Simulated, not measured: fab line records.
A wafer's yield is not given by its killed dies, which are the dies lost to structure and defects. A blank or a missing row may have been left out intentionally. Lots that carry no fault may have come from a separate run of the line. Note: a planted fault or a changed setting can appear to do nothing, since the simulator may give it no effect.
What tool caused it? / flow gf180mcu / 42 wafers from 14 lots sampled at 5 of the route's 602 steps

## WHAT THE GAUGES READ, wafer by wafer
GF_STI_THK_MEAS_30.
lot=L116; measured=day 2 10:52; on=film metro-02; STI_OXIDATION_02_THK (nm)=9.92 9.99 10.07
lot=L117; measured=day 2 17:17; on=film metro-02; STI_OXIDATION_02_THK (nm)=9.81 10.01 9.84
lot=L120; measured=day 3 10:16; on=film metro-04; STI_OXIDATION_02_THK (nm)=9.85 9.80 9.91
lot=L121; measured=day 3 12:41; on=film metro-02; STI_OXIDATION_02_THK (nm)=10.04 9.94 10.01
lot=L122; measured=day 3 18:47; on=film metro-03; STI_OXIDATION_02_THK (nm)=10.06 9.87 9.89
lot=L124; measured=day 4 06:45; on=film metro-03; STI_OXIDATION_02_THK (nm)=10.29 10.20 10.34
lot=L129; measured=day 5 07:27; on=film metro-03; STI_OXIDATION_02_THK (nm)=10.28 10.26 10.36
lot=L130; measured=day 5 13:56; on=film metro-03; STI_OXIDATION_02_THK (nm)=16.56 16.23 16.69
lot=L131; measured=day 5 21:08; on=film metro-04; STI_OXIDATION_02_THK (nm)=16.30 16.31 16.26
lot=L132; measured=day 6 01:08; on=film metro-02; STI_OXIDATION_02_THK (nm)=16.30 16.17 16.21
lot=L133; measured=day 6 03:19; on=film metro-04; STI_OXIDATION_02_THK (nm)=10.27 9.98 10.21
lot=L134; measured=day 6 06:56; on=film metro-03; STI_OXIDATION_02_THK (nm)=9.92 10.08 9.70
lot=L136; measured=day 6 19:01; on=film metro-02; STI_OXIDATION_02_THK (nm)=10.30 10.34 10.31
lot=L137; measured=day 6 22:37; on=film metro-04; STI_OXIDATION_02_THK (nm)=10.07 10.19 10.18

GF_VT_IMPLANT_OVL_MEAS_18.
lot=L116; measured=day 6 12:36; on=overlay-02; VT_IMPLANT_01_OVL (nm)=-0.4 0.7 -0.4
lot=L117; measured=day 6 21:28; on=overlay-02; VT_IMPLANT_01_OVL (nm)=1.2 0.4 1.4
lot=L120; measured=day 7 16:25; on=overlay-02; VT_IMPLANT_01_OVL (nm)=2.3 2.0 3.0
lot=L121; measured=day 7 20:10; on=overlay-02; VT_IMPLANT_01_OVL (nm)=1.9 1.5 0.3
lot=L122; measured=day 8 01:58; on=overlay-01; VT_IMPLANT_01_OVL (nm)=-1.8 -0.8 -1.5
lot=L124; measured=day 8 15:40; on=overlay-01; VT_IMPLANT_01_OVL (nm)=-0.9 -0.2 -2.4
lot=L129; measured=day 9 22:57; on=overlay-01; VT_IMPLANT_01_OVL (nm)=4.7 3.7 3.4
lot=L130; measured=day 10 05:16; on=overlay-01; VT_IMPLANT_01_OVL (nm)=-2.1 -0.1 -1.0
lot=L131; measured=day 10 12:42; on=overlay-01; VT_IMPLANT_01_OVL (nm)=0.2 1.2 -0.9
lot=L132; measured=day 10 18:49; on=overlay-02; VT_IMPLANT_01_OVL (nm)=1.5 0.3 -0.1
lot=L133; measured=day 11 01:03; on=overlay-01; VT_IMPLANT_01_OVL (nm)=0.8 0.7 0.5
lot=L134; measured=day 11 05:03; on=overlay-01; VT_IMPLANT_01_OVL (nm)=0.5 1.7 3.7
lot=L136; measured=day 11 21:03; on=overlay-02; VT_IMPLANT_01_OVL (nm)=1.0 0.6 1.8
lot=L137; measured=day 12 00:35; on=overlay-02; VT_IMPLANT_01_OVL (nm)=2.2 1.4 1.9

GF_VT_IMPLANT_TW_MEAS_21.
lot=L116; measured=day 6 12:53; on=film metro-01; VT_IMPLANT_2_TW=1218 1217 1214
lot=L117; measured=day 6 21:45; on=film metro-01; VT_IMPLANT_2_TW=1212 1222 1220
lot=L120; measured=day 7 16:42; on=film metro-03; VT_IMPLANT_2_TW=1202 1197 1191
lot=L121; measured=day 7 20:28; on=film metro-02; VT_IMPLANT_2_TW=1202 1202 1201
lot=L122; measured=day 8 02:16; on=film metro-01; VT_IMPLANT_2_TW=1212 1221 1215
lot=L124; measured=day 8 15:57; on=film metro-02; VT_IMPLANT_2_TW=1200 1217 1204
lot=L129; measured=day 9 23:14; on=film metro-02; VT_IMPLANT_2_TW=1205 1201 1201
lot=L130; measured=day 10 05:33; on=film metro-03; VT_IMPLANT_2_TW=1208 1204 1211
lot=L131; measured=day 10 12:59; on=film metro-03; VT_IMPLANT_2_TW=1200 1205 1202
lot=L132; measured=day 10 19:06; on=film metro-01; VT_IMPLANT_2_TW=1205 1206 1207
lot=L133; measured=day 11 01:20; on=film metro-03; VT_IMPLANT_2_TW=1214 1207 1208
lot=L134; measured=day 11 05:20; on=film metro-03; VT_IMPLANT_2_TW=1206 1195 1198
lot=L136; measured=day 11 21:20; on=film metro-02; VT_IMPLANT_2_TW=1208 1210 1208
lot=L137; measured=day 12 00:53; on=film metro-03; VT_IMPLANT_2_TW=1209 1206 1214

GF_VT_IMPLANT_TW_MEAS_43.
lot=L116; measured=day 7 19:47; on=film metro-03; VT_IMPLANT_4_TW=683 684 680
lot=L117; measured=day 8 05:26; on=film metro-01; VT_IMPLANT_4_TW=692 692 692
lot=L120; measured=day 9 01:45; on=film metro-03; VT_IMPLANT_4_TW=684 684 684
lot=L121; measured=day 9 06:04; on=film metro-03; VT_IMPLANT_4_TW=683 685 685
lot=L122; measured=day 9 12:27; on=film metro-03; VT_IMPLANT_4_TW=680 683 684
lot=L124; measured=day 10 02:52; on=film metro-03; VT_IMPLANT_4_TW=682 688 688
lot=L129; measured=day 11 12:51; on=film metro-01; VT_IMPLANT_4_TW=695 691 689
lot=L130; measured=day 11 20:06; on=film metro-03; VT_IMPLANT_4_TW=687 683 681
lot=L131; measured=day 12 03:20; on=film metro-03; VT_IMPLANT_4_TW=689 690 688
lot=L132; measured=day 12 09:03; on=film metro-03; VT_IMPLANT_4_TW=688 688 691
lot=L133; measured=day 12 16:18; on=film metro-02; VT_IMPLANT_4_TW=682 681 680
lot=L134; measured=day 12 20:33; on=film metro-03; VT_IMPLANT_4_TW=686 687 692
lot=L136; measured=day 13 13:23; on=film metro-02; VT_IMPLANT_4_TW=678 680 675
lot=L137; measured=day 13 16:47; on=film metro-01; VT_IMPLANT_4_TW=692 693 693

## EACH LOT AND THE TOOL THAT RAN IT (in order: tool; ch and the chambers of the sampled wafers; start)
lot=L116; GF_STI_OXIDATION_29=furnace-02 ch 0, day 2 09:28
lot=L117; GF_STI_OXIDATION_29=furnace-01 ch 0, day 2 15:52
lot=L120; GF_STI_OXIDATION_29=furnace-02 ch 0, day 3 08:52
lot=L121; GF_STI_OXIDATION_29=furnace-01 ch 0, day 3 11:16
lot=L122; GF_STI_OXIDATION_29=furnace-01 ch 0, day 3 17:22
lot=L124; GF_STI_OXIDATION_29=furnace-01 ch 0, day 4 05:20
lot=L129; GF_STI_OXIDATION_29=furnace-01 ch 0, day 5 06:03
lot=L130; GF_STI_OXIDATION_29=furnace-02 ch 0, day 5 10:58 and furnace-01 ch 0, day 5 12:31
lot=L131; GF_STI_OXIDATION_29=furnace-01 ch 0, day 5 16:40
lot=L132; GF_STI_OXIDATION_29=furnace-01 ch 0, day 5 21:15 and furnace-02 ch 0, day 5 23:44
lot=L133; GF_STI_OXIDATION_29=furnace-02 ch 0, day 6 01:55
lot=L134; GF_STI_OXIDATION_29=furnace-01 ch 0, day 6 05:32
lot=L136; GF_STI_OXIDATION_29=furnace-02 ch 0, day 6 17:38
lot=L137; GF_STI_OXIDATION_29=furnace-02 ch 0, day 6 21:13
- GF_STI_OXIDATION_29: stabilise 600 s, purge 300 s, target thk 10 nm.

## WHAT THE TOOLS THEMSELVES READ (means of the sampled wafers that have a number; where no wafer has one, the mark that the record gives instead)
GF_STI_OXIDATION_29.
lot=L116; tool=furnace-02; ox temp c (C)=900.2; spike tc lower C (C)=901.6; spike tc upper C (C)=900.2
lot=L117; tool=furnace-01; ox temp c (C)=899.7; spike tc lower C (C)=902.0; spike tc upper C (C)=902.0
lot=L120; tool=furnace-02; ox temp c (C)=900.0; spike tc lower C (C)=901.7; spike tc upper C (C)=900.5
lot=L121; tool=furnace-01; ox temp c (C)=900.5; spike tc lower C (C)=900.4; spike tc upper C (C)=900.7
lot=L122; tool=furnace-01; ox temp c (C)=900.6; spike tc lower C (C)=901.0; spike tc upper C (C)=901.7
lot=L124; tool=furnace-01; ox temp c (C)=900.2; spike tc lower C (C)=900.3; spike tc upper C (C)=902.2
lot=L129; tool=furnace-01; ox temp c (C)=899.8; spike tc lower C (C)=901.5; spike tc upper C (C)=901.9
lot=L130; tool=furnace-02/furnace-01; ox temp c (C)=899.9; spike tc lower C (C)=900.9; spike tc upper C (C)=900.8
lot=L131; tool=furnace-01; ox temp c (C)=899.9; spike tc lower C (C)=900.6; spike tc upper C (C)=901.6
lot=L132; tool=furnace-01/furnace-02; ox temp c (C)=899.8; spike tc lower C (C)=900.7; spike tc upper C (C)=901.2
lot=L133; tool=furnace-02; ox temp c (C)=900.2; spike tc lower C (C)=902.0; spike tc upper C (C)=900.9
lot=L134; tool=furnace-01; ox temp c (C)=900.4; spike tc lower C (C)=900.9; spike tc upper C (C)=901.4
lot=L136; tool=furnace-02; ox temp c (C)=900.1; spike tc lower C (C)=900.2; spike tc upper C (C)=900.4
lot=L137; tool=furnace-02; ox temp c (C)=900.1; spike tc lower C (C)=901.2; spike tc upper C (C)=900.9

## THE ANSWER, worked out from the rows above alone
Rule: what is usual is taken from the lots themselves. Put in order of their means at a reading, lots are off if they are a third of the lots or fewer, leave a main group of 4 or more, and stand apart from it by a gap of 3 or more times the standard deviation of the main group's means; of several such gaps the widest counts. A main group is skipped when, at the precision printed for the reading in the tables above, its means are all equal. A lot without any number at a reading at which 4 lots or more have one is off too. The other lots that the step has rows for count as sound. Order of review: gauges by route order, followed by the tools' own readings, for which a lot's mean as printed above is used. At the first step where some lot is off, the reading lying furthest off is the one used; lots without a number count as furthest.
Off: at GF_STI_THK_MEAS_30 (STI_OXIDATION_02_THK), L130, L131, L132. The main group: mean 10.07 nm, standard deviation 0.17.
If a tool, at a process step before that reading, ran all the lots that are off and no sound lot after the first of them, it fits. Those tools and the gauges at GF_STI_THK_MEAS_30 are tried in the same way. None of those tried fits.

## WHAT THE SIMULATOR HAD INSERTED
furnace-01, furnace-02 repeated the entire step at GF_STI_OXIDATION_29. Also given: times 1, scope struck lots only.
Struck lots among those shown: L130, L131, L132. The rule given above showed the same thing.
